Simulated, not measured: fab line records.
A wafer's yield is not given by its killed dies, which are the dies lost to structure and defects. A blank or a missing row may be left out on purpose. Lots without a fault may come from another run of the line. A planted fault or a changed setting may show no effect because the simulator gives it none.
Which tool was responsible? | flow gf180mcu | Sampling: 14 lots, 42 wafers, 5 of 602 route steps

== WHAT THE GAUGES SHOWED, per wafer ==
GF_DUAL_GATE_THK_MEAS_03. Usual: DUAL_GATE_OXIDATION_00_THK typically reads 10.87 nm, with standard deviation 0.16.
lot  | measured     | on            | DUAL_GATE_OXIDATION_00_THK (nm) | flag
L452 | day 7 16:19  | film-metro-02 | 10.76 10.82 10.79               |
L453 | day 7 20:54  | film-metro-02 | 10.81 11.08 10.82               |
L455 | day 8 13:58  | film-metro-01 | 10.83 10.74 10.77               |
L457 | day 9 00:21  | film-metro-02 | 10.79 10.70 10.87               |
L459 | day 10 00:32 | film-metro-01 | 10.78 10.79 10.80               |
L460 | day 10 02:05 | film-metro-01 | 10.91 10.70 10.81               |
L462 | day 10 14:26 | film-metro-01 | 10.69 10.78 10.59               |
L465 | day 11 09:34 | film-metro-01 | 10.23 10.29 10.19               | OFF
L466 | day 11 15:48 | film-metro-02 | 9.93 10.09 10.10                | OFF
L469 | day 12 14:01 | film-metro-02 | 11.02 10.85 11.00               |
L470 | day 12 15:38 | film-metro-01 | 10.78 10.73 10.58               |
L471 | day 13 02:56 | film-metro-02 | 10.63 10.61 10.67               |
L472 | day 13 12:33 | film-metro-02 | 11.27 11.34 10.94               |
L473 | day 13 15:33 | film-metro-02 | 10.81 11.04 10.89               |

GF_M2_RS_MEAS_05: uses a four-point probe to measure. Usual: M2_ALCU_RS typically reads 0.0695 ohm/sq, with standard deviation 0.001.
lot  | measured     | on            | M2_ALCU_RS (ohm/sq)  | flag
L452 | day 18 08:02 | film-metro-03 | 0.0686 0.0675 0.0703 |
L453 | day 18 15:31 | film-metro-02 | 0.0690 0.0698 0.0701 |
L455 | day 19 11:23 | film-metro-02 | 0.0687 0.0681 0.0683 |
L457 | day 20 04:05 | film-metro-02 | 0.0685 0.0675 0.0683 |
L459 | day 21 10:52 | film-metro-02 | 0.0673 0.0680 0.0709 |
L460 | day 21 14:38 | film-metro-02 | 0.0693 0.0699 0.0697 |
L462 | day 22 06:22 | film-metro-03 | 0.0699 0.0703 0.0703 |
L465 | day 23 07:25 | film-metro-03 | 0.0696 0.0689 0.0691 |
L466 | day 23 17:56 | film-metro-01 | 0.0712 0.0703 0.0688 |
L469 | day 24 14:14 | film-metro-02 | 0.0693 0.0695 0.0711 |
L470 | day 24 16:32 | film-metro-02 | 0.0706 0.0702 0.0696 |
L471 | day 25 02:42 | film-metro-02 | 0.0712 0.0698 0.0707 |
L472 | day 25 17:19 | film-metro-01 | 0.0675 0.0674 0.0686 |
L473 | day 25 17:40 | film-metro-02 | 0.0703 0.0714 0.0711 |

GF_M2_OVL_MEAS_15. Usual: M2_OVL typically reads -3 nm, with standard deviation 6.
lot  | measured     | on         | M2_OVL (nm) | flag
L452 | day 19 08:02 | overlay-02 | -17 6 -1    |
L453 | day 19 16:08 | overlay-01 | -11 1 0     |
L455 | day 20 11:32 | overlay-02 | 9 7 7       |
L457 | day 21 04:02 | overlay-01 | -2 -1 -7    |
L459 | day 22 10:11 | overlay-02 | 0 7 -6      |
L460 | day 22 14:02 | overlay-02 | 4 -1 0      |
L462 | day 23 05:08 | overlay-02 | 3 -11 2     |
L465 | day 24 05:32 | overlay-02 | 0 0 -4      |
L466 | day 24 16:14 | overlay-02 | -1 -4 -6    |
L469 | day 25 12:11 | overlay-02 | 1 -9 -12    |
L470 | day 25 13:50 | overlay-02 | 0 -1 -2     |
L471 | day 26 00:05 | overlay-01 | 4 -1 -1     |
L472 | day 26 13:38 | overlay-01 | 0 -7 -10    |
L473 | day 26 15:23 | overlay-01 | -7 -8 -3    |

GF_V2_THK_MEAS_01. Usual: V2_CVD_00_THK typically reads 601 nm, with standard deviation 6.1.
lot  | measured     | on            | V2_CVD_00_THK (nm) | flag
L452 | day 19 08:53 | film-metro-03 | 596 596 597        |
L453 | day 19 16:56 | film-metro-01 | 593 603 593        |
L455 | day 20 12:21 | film-metro-03 | 593 598 610        |
L457 | day 21 04:50 | film-metro-03 | 599 590 588        |
L459 | day 22 10:58 | film-metro-03 | 600 604 604        |
L460 | day 22 14:49 | film-metro-04 | 600 603 606        |
L462 | day 23 06:02 | film-metro-01 | 605 609 612        |
L465 | day 24 06:18 | film-metro-01 | 597 594 593        |
L466 | day 24 17:08 | film-metro-04 | 601 601 605        |
L469 | day 25 12:57 | film-metro-04 | 603 603 604        |
L470 | day 25 14:45 | film-metro-04 | 591 596 604        |
L471 | day 26 01:01 | film-metro-03 | 610 604 602        |
L472 | day 26 14:34 | film-metro-01 | 611 603 601        |
L473 | day 26 16:11 | film-metro-04 | 612 607 607        |

== WHAT TOOL EACH LOT RAN ON (gives the tool, then ch and the chambers of the sampled wafers, and finally the start) ==
lot  | GF_DUAL_GATE_OXIDATION_02
L452 | furnace-02 ch 0, day 7 14:52
L453 | furnace-02 ch 0, day 7 19:27
L455 | furnace-02 ch 0, day 8 12:31
L457 | furnace-02 ch 0, day 8 22:54
L459 | furnace-01 ch 0, day 9 23:05
L460 | furnace-01 ch 0, day 10 00:38
L462 | furnace-01 ch 0, day 10 12:59
L465 | furnace-01 ch 0, day 11 08:07
L466 | furnace-01 ch 0, day 11 14:21
L469 | furnace-02 ch 0, day 12 12:34
L470 | furnace-02 ch 0, day 12 14:11
L471 | furnace-02 ch 0, day 13 01:30
L472 | furnace-02 ch 0, day 13 11:05
L473 | furnace-02 ch 0, day 13 14:05
- GF_DUAL_GATE_OXIDATION_02: stabilise 600 s, purge 300 s, target thk 10.887 nm.

== WHAT THE TOOLS THEMSELVES READ (means of the sampled wafers that have a number; where no wafer has one, the mark that the record gives instead) ==
GF_DUAL_GATE_OXIDATION_02. Usual: 911.1 C for spike-tc-top-C, sd 2.7.
lot  | tool       | spike-tc-top-C (C) | flag
L452 | furnace-02 | 908.5              |
L453 | furnace-02 | 909.0              |
L455 | furnace-02 | 910.3              |
L457 | furnace-02 | 908.7              |
L459 | furnace-01 | 914.8              |
L460 | furnace-01 | 913.6              |
L462 | furnace-01 | 914.1              |
L465 | furnace-01 | 914.0              |
L466 | furnace-01 | 913.7              |
L469 | furnace-02 | 909.5              |
L470 | furnace-02 | 909.4              |
L471 | furnace-02 | 908.9              |
L472 | furnace-02 | 909.4              |
L473 | furnace-02 | 909.3              |

== THE ANSWER, worked out from the rows above alone ==
Rule: lot off if the mean of its wafers having a number is beyond 3 standard deviations from the usual mean. Also off: a lot with no number at a reading for which 4 or more lots have one. Any other lot the step has rows for is counted as sound. After the gauges, taken in route order, come the tools' own readings; for these a lot's mean is taken, as printed above. The first step at which some lot is off is used, and at that step the reading that is off furthest; a lot without a number counts as furthest.
Off: L465, L466, seen at GF_DUAL_GATE_THK_MEAS_03 (DUAL_GATE_OXIDATION_00_THK).
A tool fits if, at a process step before that reading, it ran every lot that is off, and no sound lot after the first of them. The gauges at GF_DUAL_GATE_THK_MEAS_03 are tried like those tools. One candidate fits, namely furnace-01 at GF_DUAL_GATE_OXIDATION_02. Its last sound lot is L462 (day 10 12:59), its first lot that is off L465 (day 11 08:07): a fault that began between those two fits.

== WHAT THE SIMULATOR HAD PUT IN ==
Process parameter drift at GF_DUAL_GATE_OXIDATION_02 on furnace-01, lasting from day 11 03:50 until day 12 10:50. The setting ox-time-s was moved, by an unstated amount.
Lots struck among those shown: L465, L466. The rule above found the same.
